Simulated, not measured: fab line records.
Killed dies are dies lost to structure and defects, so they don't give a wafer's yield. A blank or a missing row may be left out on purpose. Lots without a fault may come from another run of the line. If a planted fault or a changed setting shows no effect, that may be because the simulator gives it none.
fab line records	flow sky130
record: lots: 11	wafers: 33	lastDay: 50
route steps=708 shown RES_PROTECT@215 POLY_CUT@318 SD_P@322 RES_XHIGH@341 LI_CONTACT@363 PAD_OPEN@708
lots untouched by any fault: they come from a run of this same line in which no faults occurred
startH: start of the lot's first displayed wafer, in hours after the record's first day	waitH: hours from the lot's prior step to this one	" identical to the entry in the row above	L1.1+2: a row that stands for several wafers	- no value, or no start was given	* or withheld: withheld	< > ~ a bound
route shown NAME@n: a module of which the file shows steps, and the number in the route of the first	usual: mean/standard deviation taken from wafers without a fault	same: alike in all rows	chamber/n: place in a boat	sites: per-site readings	_std_site: standard deviation of those values	_edge_site: inner sites' mean taken away from outer sites' mean	radiusMm: how far each site lies from the wafer's centre	mask NAME#n: copy n	behind: the most recent tool/chamber to have shaped the wafer	hold: what put the lot on hold/how long, in hours/how the hold closed	device: names the non-switching transistor (n, p or np)	end of line: at the end of the route, the tests of the same wafers	a step with no rows: only its recipe	killed: not the wafer's yield, but the dies lost to structure and defects at the first sort	map: dies across one wafer; x = killed, . = not, _ = none there
set.NAME: the setting as run; set.NAME@STEP: as run at that earlier step	model.NAME: the simulator's own value behind a step, which no gauge read
the route's steps for a sample of lots (tables are steps, rows are wafers)
services: a tool's chamber out of use, with start hour (startH, from the record's first day; less than 0 if before it), hours out, and reason
== steps ==
step: SKY_RES_PROTECT_TW_MEAS_08
usual: POLY_GATE_TW: 4077/41
lot.wafer	tool	chamber	startH	waitH	POLY_GATE_TW
L214.2	filmMetro-04	-	331.55	0.1	4037
L214.3	"	-	"	"	4019
L214.4	"	-	"	"	4024
L218.2	filmMetro-01	-	367.40	0.1	4062
L218.3	"	-	"	"	4080
L218.6	"	-	"	"	4059
L222.2	filmMetro-03	-	396.73	0.1	4134
L222.4	"	-	"	"	4149
L222.6	"	-	"	"	4120
L221.2	filmMetro-04	-	396.95	0.1	4028
L221.3	"	-	"	"	4004
L221.4	"	-	"	"	3996
L223.3	filmMetro-01	-	407.61	0.1	4065
L223.4	"	-	"	"	4036
L223.5	"	-	"	"	4065
L230.1	filmMetro-01	-	477.65	0.1	4071
L230.2	"	-	"	"	4067
L230.6	"	-	"	"	4077
L232.1	filmMetro-01	-	492.65	0.1	4058
L232.3	"	-	"	"	4051
L232.5	"	-	"	"	4032
L233.1	filmMetro-01	-	501.60	0.1	4067
L233.3	"	-	"	"	4042
L233.6	"	-	"	"	4021
L234.1	filmMetro-01	-	519.70	0.1	4063
L234.5	"	-	"	"	4074
L234.6	"	-	"	"	4067
L235.3	filmMetro-01	-	523.77	0.1	4087
L235.4	"	-	"	"	4077
L235.6	"	-	"	"	4093
L236.3	filmMetro-01	-	531.17	0.1	4081
L236.4	"	-	"	"	4074
L236.6	"	-	"	"	4058
step: SKY_POLY_CUT_ETCH_11
recipe: target: Si3N4	chemistry: CF4/CH2F2/Ar	stopOn: poly-Si	sourceW: 600	biasW: 150	pressureMtorr: 40	cf4FlowSccm: 40	ch2f2FlowSccm: 20	Ar_flow_sccm: 150	timeS: 42.5	targetDepthA: 600
usual: drypumpMotorCurrentA: 6.0/0.48	oesProductAu: 0.828/0.0061	throttleValvePct: 14.995/0.0094
lot.wafer	tool	chamber	startH	waitH	drypumpMotorCurrentA	oesProductAu	rfHoursCounterH	throttleValvePct
L214.2	rieDiel-03	2	561.67	0.0	6.2	0.824	73	14.987
L214.3	"	1	"	"	6.6	0.829	70	14.989
L214.4	"	0	"	"	5.5	0.830	1	14.979
L218.2	rieDiel-02	2	588.09	0.0	6.1	0.825	19	14.978
L218.3	"	1	"	"	5.2	0.828	62	14.997
L218.6	"	3	"	"	5.7	0.833	-	14.996
L221.2	rieDiel-01	2	625.12	0.0	6.2	0.821	40	14.984
L221.3	"	1	"	"	5.3	0.819	38	14.990
L221.4	"	0	"	"	6.6	0.819	6	14.983
L222.2	rieDiel-03	3	625.47	0.0	5.7	0.827	49	15.008
L222.4	"	0	"	"	5.6	0.825	-	14.995
L222.6	"	3	"	"	5.7	0.824	-	14.993
L223.3	rieDiel-03	3	633.77	0.0	5.7	0.826	49	14.998
L223.4	"	1	"	"	6.6	0.819	72	14.991
L223.5	"	1	"	"	6.6	0.823	-	15.010
L230.1	rieDiel-02	2	695.49	0.0	6.1	0.828	21	15.013
L230.2	"	0	"	"	6.5	0.827	57	14.995
L230.6	"	1	"	"	5.2	0.819	-	14.986
L232.1	rieDiel-03	1	700.79	0.0	6.6	0.827	1	14.986
L232.3	"	3	"	"	5.7	0.813	51	15.007
L232.5	"	1	"	"	6.6	0.828	-	15.011
L233.1	rieDiel-01	2	709.47	0.0	6.2	0.824	42	14.996
L233.3	"	3	"	"	5.5	0.823	2	14.995
L233.6	"	0	"	"	6.6	0.817	-	14.977
L234.1	rieDiel-02	0	724.35	0.0	6.5	0.837	0	14.985
L234.5	"	3	"	"	5.7	0.832	-	15.003
L234.6	"	0	"	"	6.5	0.828	-	14.981
L235.3	rieDiel-02	2	727.29	0.0	6.1	0.838	22	15.003
L235.4	"	1	"	"	5.2	0.830	2	14.999
L235.6	"	1	"	"	5.3	0.846	-	15.007
L236.3	rieDiel-01	1	735.74	0.0	5.3	0.830	40	14.984
L236.4	"	2	"	"	6.2	0.820	42	14.996
L236.6	"	2	"	"	6.2	0.828	-	15.003
step: SKY_SD_P_COAT_02
recipe: resist: NOVOLAK	spinRpm: 3000	resistThkNm: 1140
usual: chillPlateTempC: 23.02/0.11	dispensePressureKPa: 53/3.3	resistLineTempC: 23.00/0.12
lot.wafer	tool	chamber	startH	waitH	chillPlateTempC	dispensePressureKPa	resistLineTempC
L214.2	lithoTrack-04	0	576.84	0.1	22.86	50	23.28
L214.3	"	0	"	"	23.03	50	23.03
L214.4	"	0	"	"	22.92	50	22.96
L218.2	lithoTrack-02	0	602.17	0.1	23.20	57	22.80
L218.3	"	0	"	"	23.10	57	22.79
L218.6	"	0	"	"	23.05	57	22.97
L221.2	lithoTrack-02	0	638.32	0.1	23.18	57	23.07
L221.3	"	0	"	"	23.06	57	23.07
L221.4	"	0	"	"	23.18	57	23.05
L222.2	lithoTrack-02	-	638.92	0.1	-	-	-
L222.4	"	-	"	"	-	-	-
L222.6	"	-	"	"	-	-	-
L223.3	lithoTrack-04	-	647.77	0.1	-	-	-
L223.4	"	-	"	"	-	-	-
L223.5	"	-	"	"	-	-	-
L230.1	lithoTrack-02	0	707.74	0.1	22.87	57	23.05
L230.2	"	0	"	"	22.90	57	23.10
L230.6	"	0	"	"	22.93	57	22.91
L232.1	lithoTrack-04	0	713.67	0.1	23.01	50	23.13
L232.3	"	0	"	"	23.11	50	22.97
L232.5	"	0	"	"	22.92	50	23.13
L233.1	lithoTrack-04	0	722.62	0.1	23.00	50	23.03
L233.3	"	0	"	"	23.00	50	23.05
L233.6	"	0	"	"	23.17	50	22.98
L234.1	lithoTrack-02	0	737.24	0.1	23.21	57	23.03
L234.5	"	0	"	"	23.21	57	22.95
L234.6	"	0	"	"	23.23	57	22.71
L235.3	lithoTrack-04	0	740.72	0.1	23.01	50	22.98
L235.4	"	0	"	"	22.90	50	23.04
L235.6	"	0	"	"	23.10	50	22.92
L236.3	lithoTrack-04	0	748.52	0.1	23.05	50	22.92
L236.4	"	0	"	"	22.88	50	22.95
L236.6	"	0	"	"	23.08	50	23.07
step: SKY_SD_P_CD_MEAS_07
recipe: targetCdNm: 380
usual: cdNm: 379.5/2.4
lot.wafer	tool	chamber	startH	waitH	cdNm
L214.2	cdSem-02	-	591.76	0.1	383.8
L214.3	"	-	"	"	385.7
L214.4	"	-	"	"	382.8
L218.2	cdSem-01	-	616.66	0.1	380.1
L218.3	"	-	"	"	380.2
L218.6	"	-	"	"	382.7
L221.2	cdSem-02	-	652.44	0.1	384.2
L221.3	"	-	"	"	381.2
L221.4	"	-	"	"	384.0
L222.2	cdSem-02	-	652.87	0.1	-
L222.4	"	-	"	"	-
L222.6	"	-	"	"	-
L223.3	cdSem-01	-	661.44	0.1	-
L223.4	"	-	"	"	-
L223.5	"	-	"	"	-
L230.1	cdSem-02	-	720.92	0.1	376.9
L230.2	"	-	"	"	377.2
L230.6	"	-	"	"	374.6
L232.1	cdSem-01	-	726.45	0.1	384.0
L232.3	"	-	"	"	381.8
L232.5	"	-	"	"	380.8
L233.1	cdSem-02	-	735.72	0.1	379.1
L233.3	"	-	"	"	380.8
L233.6	"	-	"	"	379.1
L234.1	cdSem-02	-	751.39	0.1	379.7
L234.5	"	-	"	"	377.6
L234.6	"	-	"	"	378.9
L235.3	cdSem-01	-	754.31	0.1	378.7
L235.4	"	-	"	"	380.2
L235.6	"	-	"	"	379.5
L236.3	cdSem-01	-	762.33	0.1	378.1
L236.4	"	-	"	"	379.5
L236.6	"	-	"	"	378.0
step: SKY_RES_XHIGH_TW_MEAS_09
usual: RES_XHIGH_TW: 1656/14
lot.wafer	tool	chamber	startH	waitH	RES_XHIGH_TW
L214.2	filmMetro-04	-	620.86	0.1	1655
L214.3	"	-	"	"	1650
L214.4	"	-	"	"	1654
L218.2	filmMetro-04	-	644.96	0.1	1650
L218.3	"	-	"	"	1663
L218.6	"	-	"	"	1648
L221.2	filmMetro-03	-	680.26	0.1	1684
L221.3	"	-	"	"	1679
L221.4	"	-	"	"	1683
L222.2	filmMetro-02	-	680.60	0.1	2874
L222.4	"	-	"	"	2889
L222.6	"	-	"	"	2890
L223.3	filmMetro-03	-	688.17	0.1	2935
L223.4	"	-	"	"	2965
L223.5	"	-	"	"	2944
L230.1	filmMetro-04	-	747.50	0.1	1643
L230.2	"	-	"	"	1642
L230.6	"	-	"	"	1626
L232.1	filmMetro-03	-	753.55	0.1	1669
L232.3	"	-	"	"	1659
L232.5	"	-	"	"	1667
L233.1	filmMetro-03	-	762.95	0.1	1667
L233.3	"	-	"	"	1671
L233.6	"	-	"	"	1668
L234.1	filmMetro-04	-	778.70	0.1	1640
L234.5	"	-	"	"	1644
L234.6	"	-	"	"	1642
L235.3	filmMetro-03	-	780.57	0.1	1668
L235.4	"	-	"	"	1663
L235.6	"	-	"	"	1667
L236.3	filmMetro-04	-	789.47	0.1	1647
L236.4	"	-	"	"	1643
L236.6	"	-	"	"	1647
step: SKY_LI_CONTACT_THK_MEAS_01
recipe: reads: PSG_of_LI_CONTACT_HDPCVD_00
usual: LI_CONTACT_HDPCVD_THK: 932/13
lot.wafer	tool	chamber	startH	waitH	LI_CONTACT_HDPCVD_THK[nm]
L214.2	filmMetro-02	-	650.23	0.1	926
L214.3	"	-	"	"	930
L214.4	"	-	"	"	927
L218.2	filmMetro-04	-	672.78	0.1	912
L218.3	"	-	"	"	939
L218.6	"	-	"	"	932
L221.2	filmMetro-03	-	708.03	0.1	912
L221.3	"	-	"	"	930
L221.4	"	-	"	"	910
L222.2	filmMetro-02	-	708.30	0.1	941
L222.4	"	-	"	"	925
L222.6	"	-	"	"	939
L223.3	filmMetro-03	-	715.44	0.1	903
L223.4	"	-	"	"	948
L223.5	"	-	"	"	906
L230.1	filmMetro-04	-	775.27	0.1	953
L230.2	"	-	"	"	933
L230.6	"	-	"	"	946
L232.1	filmMetro-02	-	781.14	0.1	947
L232.3	"	-	"	"	942
L232.5	"	-	"	"	948
L233.1	filmMetro-03	-	790.27	0.1	933
L233.3	"	-	"	"	925
L233.6	"	-	"	"	925
L234.1	filmMetro-02	-	806.52	0.1	934
L234.5	"	-	"	"	939
L234.6	"	-	"	"	917
L235.3	filmMetro-03	-	807.84	0.1	949
L235.4	"	-	"	"	941
L235.6	"	-	"	"	943
L236.3	filmMetro-02	-	817.94	0.1	922
L236.4	"	-	"	"	927
L236.6	"	-	"	"	904
step: SKY_PAD_OPEN_PROBE_99
usual: killed_at_M0_to_M3: 43/7	killed_at_M4_up: 3.5/1.9	killedAtContacts: 24/5.3	killedAtFrontEnd: 15/4.4	killedAtOther: 0.3/0.69	killedDies: 87/9.7	killedOnRim: 17/4.3	killedOpen: 48/7	killedShort: 39/6.4
same: grossDies: 492	killedAtBackSide: 0
lot.wafer	tool	chamber	startH	waitH	killed_at_M0_to_M3	killed_at_M4_up	killedAtContacts	killedAtFrontEnd	killedAtOther	killedDies	killedOnRim	killedOpen	killedShort
L222.2	prober-02	-	1121.35	0.1	44	3	21	423	1	492	96	48	38
L222.4	prober-02	-	1121.45	0.2	34	3	19	436	0	492	96	41	26
L222.6	prober-02	-	1121.55	0.2	46	3	29	414	0	492	96	44	46
L223.3	prober-01	-	1124.47	0.2	52	6	26	408	0	492	96	60	41
L223.4	prober-01	-	1124.52	0.2	40	2	37	413	0	492	96	42	53
L223.5	prober-01	-	1124.57	0.2	31	3	19	439	0	492	96	32	38
L234.1	prober-01	-	1188.77	0.1	40	4	19	12	0	75	16	44	30
L234.5	prober-01	-	1188.97	0.2	40	3	27	18	0	88	20	51	37
L234.6	prober-01	-	1189.02	0.2	44	1	33	14	0	92	19	59	33
killed by level:class
L222.2 SD_P:areaExpose=406 VIA3:geometricParticle:open=10 METAL1:geometricParticle:short=9 CONTACT:geometricParticle:open=7 VIA1:geometricParticle:open=7 VIA1:geometricParticle:short=7 LI_CONTACT:geometricParticle:open=6 VIA2:geometricParticle:open=6
L222.4 SD_P:areaExpose=425 VIA1:geometricParticle:open=9 CONTACT:geometricParticle:open=7 VIA3:geometricParticle:open=7 CONTACT:geometricParticle:short=6 POLY_GATE:geometricParticle:short=4 LI_CONTACT:geometricParticle:open=4 METAL2:geometricParticle:short=4
L222.6 SD_P:areaExpose=402 CONTACT:geometricParticle:open=13 VIA3:geometricParticle:open=9 VIA1:geometricParticle:open=8 CONTACT:geometricParticle:short=7 METAL1:geometricParticle:short=6 METAL2:geometricParticle:short=5 FIELD_ISO:geometricParticle:short=4
L223.3 SD_P:areaExpose=391 VIA1:geometricParticle:open=13 CONTACT:geometricParticle:open=12 VIA2:geometricParticle:open=10 VIA3:geometricParticle:open=8 LI_CONTACT:geometricParticle:open=6 POLY_GATE:geometricParticle:open=5 METAL4:geometricParticle:short=5
L223.4 SD_P:areaExpose=396 METAL1:geometricParticle:short=12 CONTACT:geometricParticle:open=9 CONTACT:geometricParticle:short=9 LOCAL_INTERCONNECT:geometricParticle:short=8 LI_CONTACT:geometricParticle:open=7 VIA1:geometricParticle:open=7 POLY_GATE:geometricParticle:short=5
L223.5 SD_P:areaExpose=421 CONTACT:geometricParticle:open=11 POLY_GATE:geometricParticle:short=6 METAL1:geometricParticle:short=5 VIA1:geometricParticle:short=5 METAL2:geometricParticle:short=5 FIELD_ISO:geometricParticle:open=4 VIA2:geometricParticle:short=4
L234.1 VIA3:geometricParticle:open=10 LI_CONTACT:geometricParticle:open=7 VIA2:geometricParticle:open=7 VIA1:geometricParticle:open=5 FIELD_ISO:geometricParticle:open=4 VIA2:geometricParticle:short=4 METAL1:geometricParticle:short=4 CONTACT:geometricParticle:open=4
L234.5 VIA1:geometricParticle:open=12 CONTACT:geometricParticle:short=8 POLY_GATE:geometricParticle:open=7 CONTACT:geometricParticle:open=7 LI_CONTACT:geometricParticle:open=6 VIA3:geometricParticle:open=6 METAL2:geometricParticle:short=5 FIELD_ISO:geometricParticle:short=4
L234.6 CONTACT:geometricParticle:open=16 VIA1:geometricParticle:open=13 LI_CONTACT:geometricParticle:open=10 METAL2:geometricParticle:short=6 VIA3:geometricParticle:open=6 POLY_GATE:geometricParticle:short=5 METAL1:geometricParticle:short=5 VIA2:geometricParticle:open=5
== services ==
tool	chamber	startH	hours	kind
rieDiel-01	-	560.20	2.8	pm
rieDiel-01	3	573.08	19.2	repair
rieDiel-03	0	579.32	3.3	repair
rieDiel-02	0	580.50	19.8	repair
rieDiel-03	2	605.22	-	clean
rieDiel-03	2	605.22	21.4	scheduledDown
rieDiel-03	2	605.22	21.4	ventCycle
rieDiel-03	1	646.57	11.1	repair
rieDiel-03	1	657.64	-	clean
rieDiel-03	1	657.64	21.0	scheduledDown
rieDiel-03	1	657.64	21.0	ventCycle
rieDiel-02	1	661.21	-	clean
rieDiel-02	1	661.21	14.7	scheduledDown
rieDiel-02	1	661.21	14.7	ventCycle
rieDiel-02	0	669.06	5.4	repair
rieDiel-02	2	671.71	14.9	repair
rieDiel-02	0	698.55	-	clean
rieDiel-02	0	698.55	16.6	scheduledDown
rieDiel-02	0	698.55	16.6	ventCycle
rieDiel-02	2	703.56	3.1	repair
rieDiel-02	-	706.69	2.8	pm
rieDiel-03	2	720.90	6.9	repair
rieDiel-03	3	727.78	-	clean
rieDiel-03	3	727.78	20.5	scheduledDown
== key ==
firstSign: step: SKY_SD_P_COAT_02	reading: toolRecord	direction: missing
effect: step: SKY_SD_P_CD_MEAS_07	reading: cdNm	direction: missing
effect: step: SKY_RES_XHIGH_TW_MEAS_09	reading: RES_XHIGH_TW	direction: up	sigmas: 93	usual: 1656	struck: 2916
effect: step: SKY_PAD_OPEN_PROBE_99	reading: killedAtFrontEnd	direction: up	sigmas: 93	usual: 15	struck: 422
moreKillsBornAt: SKY_SD_P_EXPOSE_04@ilineStepper-02: 1233	SKY_SD_P_EXPOSE_04@ilineStepper-01: 1208
metAt SKY_SD_P_COAT_02
struckLots L222,L223
testerLeftOut L222,L223
notActingAt SKY_RES_PROTECT_TW_MEAS_08,SKY_POLY_CUT_ETCH_11,SKY_LI_CONTACT_THK_MEAS_01
onsetBetween 638.32 638.92
fault: kind: skippedStepWhole	tool: lithoTrack-02,lithoTrack-04	chamber: -	onsetH: 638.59	steps: SKY_SD_P_COAT_02	scope: struckLotsOnly
testerLeftOut: of these lots the tester's yield and bins aren't shown, on N5 and GAA mostly nor the transistor test; their killed dies are dies lost to structure and defects alone, not to doping, threshold or leakage, so they don't give the yield
